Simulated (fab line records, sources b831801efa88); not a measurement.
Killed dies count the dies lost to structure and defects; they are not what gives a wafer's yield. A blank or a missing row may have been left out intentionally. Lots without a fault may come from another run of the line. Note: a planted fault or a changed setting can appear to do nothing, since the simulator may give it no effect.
Split-lot trial + flow gf180mcu + 23 wafers read from 5 lots, route of 602 steps

## THE SPLIT ITSELF
At GF_V3_EXPOSE_11 (exposes mask Via3, target cd 260 nm), the setting dose_mj was moved away from the recipe's 38 on 6 of the 23 wafers read, by +4.3% to +6.9%. All remaining wafers had this setting at the recipe value.

## FROM THE SPLIT TO THE READING: what the file shows between them, 2 steps
- GF_V3_PEB_12: peb time 90 s (also split here: peb_time_s)
- GF_V3_DEVELOP_13: develop time 60 s

## THE READING
cd_nm at GF_V3_CD_MEAS_14, given in nm (cd target 260 nm). Fault-free wafers of this fab line usually give 260.5 nm, standard deviation 1.2 nm.

| wafer  | tool, chamber at the split | dose_mj as run | against the recipe | cd_nm, nm | against lot-mates on the recipe |
|--------|----------------------------|----------------|--------------------|-----------|---------------------------------|
| L074.2 | krf_scanner-01, 0          | 38             | recipe             | 260.7     | -                               |
| L074.3 | krf_scanner-01, 0          | 38             | recipe             | 261.5     | -                               |
| L074.4 | krf_scanner-01, 0          | 38             | recipe             | 260.6     | -                               |
| L074.5 | krf_scanner-01, 0          | 38             | recipe             | 260.7     | -                               |
| L074.6 | krf_scanner-01, 0          | 38             | recipe             | 260.4     | -                               |
| L076.1 | krf_scanner-02, 0          | 38             | recipe             | 260.9     | -                               |
| L076.3 | krf_scanner-02, 0          | 38             | recipe             | 260.4     | -                               |
| L076.6 | krf_scanner-02, 0          | 38             | recipe             | 259.5     | -                               |
| L077.1 | krf_scanner-02, 0          | 38             | recipe             | 256.2     | -                               |
| L077.2 | krf_scanner-02, 0          | 40.61          | +6.9%              | 269.1     | +12.0                           |
| L077.4 | krf_scanner-02, 0          | 40.61          | +6.9%              | 267.3     | +10.2                           |
| L077.5 | krf_scanner-02, 0          | 40.61          | +6.9%              | 267.4     | +10.2                           |
| L077.6 | krf_scanner-02, 0          | 38             | recipe             | 258.1     | -                               |
| L079.2 | krf_scanner-01, 0          | 38             | recipe             | 258.4     | -                               |
| L079.3 | krf_scanner-01, 0          | 38             | recipe             | 258.1     | -                               |
| L079.4 | krf_scanner-01, 0          | 38             | recipe             | 258.9     | -                               |
| L079.5 | krf_scanner-01, 0          | 38             | recipe             | 260.2     | -                               |
| L079.6 | krf_scanner-01, 0          | 38             | recipe             | 260.2     | -                               |
| L083.1 | krf_scanner-02, 0          | 38             | recipe             | 258.6     | -                               |
| L083.2 | krf_scanner-02, 0          | 39.63          | +4.3%              | 263.3     | +4.8                            |
| L083.3 | krf_scanner-02, 0          | 39.63          | +4.3%              | 263.9     | +5.3                            |
| L083.4 | krf_scanner-02, 0          | 38             | recipe             | 258.5     | -                               |
| L083.5 | krf_scanner-02, 0          | 39.63          | +4.3%              | 264.4     | +5.8                            |

THE FIT
A straight line over all 23 wafers: cd_nm changes by +1.17 nm for each +1% of dose_mj; r = +0.92; the points scatter about the line by 1.3 nm.
The same after taking each lot's own level away (the mean of its wafers on the recipe; 23 wafers): +1.49 nm for each +1%; r = +0.98; scatter 0.83 nm.
On that fit, the largest move of dose_mj shifts the reading by 10 nm.
Across the lots, their own levels run from 257.15 to 260.78 nm, a range of 3.0 times the standard deviation given above.
So the slope is not independent of the lot-to-lot level: the two fits are not the same.
Check: +9.59 nm against its lot-mates is what the line predicts for one of the wafers moved furthest among these (+6.9%) when that wafer is left out of the fit. It came out at +12 nm against them.

## FURTHER SPLITS ON THESE WAFERS
These wafers also went through other splits before the reading. Each is held against what the fit with the lots' levels taken away leaves over:
| other split on the same wafers  | wafers away from the commonest value | r with cd_nm (lot level and that fit taken away) |
|---------------------------------|--------------------------------------|--------------------------------------------------|
| GF_V1_ETCH_17 bias_w            | 8                                    | +0.16                                            |
| GF_V1_CVD_23 pressure_torr      | 15                                   | +0.37                                            |
| GF_M2_SPUTTER_01 time_s         | 4                                    | +0.02                                            |
| GF_V2_CMP_04 leave_above_ref_nm | 11                                   | +0.12                                            |
| GF_V2_EXPOSE_11 dose_mj         | 5                                    | +0.42                                            |
| GF_M3_SPUTTER_04 power_w        | 8                                    | -0.44                                            |
| GF_V3_CVD_02 time_s             | 9                                    | +0.05                                            |
| GF_V3_PEB_12 peb_time_s         | 8                                    | +0.58                                            |

## THE WHOLE CHAIN: every reading that the file lists as answering this split, in the file's order
| step             | what it does         | reading                                                   | change (the file's fit)              | r (the file's) |
|------------------|----------------------|-----------------------------------------------------------|--------------------------------------|----------------|
| GF_V3_CD_MEAS_14 | target cd 260 nm     | cd_nm                                                     | +1.48 nm for each +1% of the setting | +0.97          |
| GF_V3_ETCH_16    | etches BARC in N2/H2 | V3.cd_nm (the simulator's own value, which no gauge read) | +1.43 nm for each +1% of the setting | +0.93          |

## THE FILE'S OWN FIT
cd_nm changes by +1.48 nm for each +1% of dose_mj, r = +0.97.
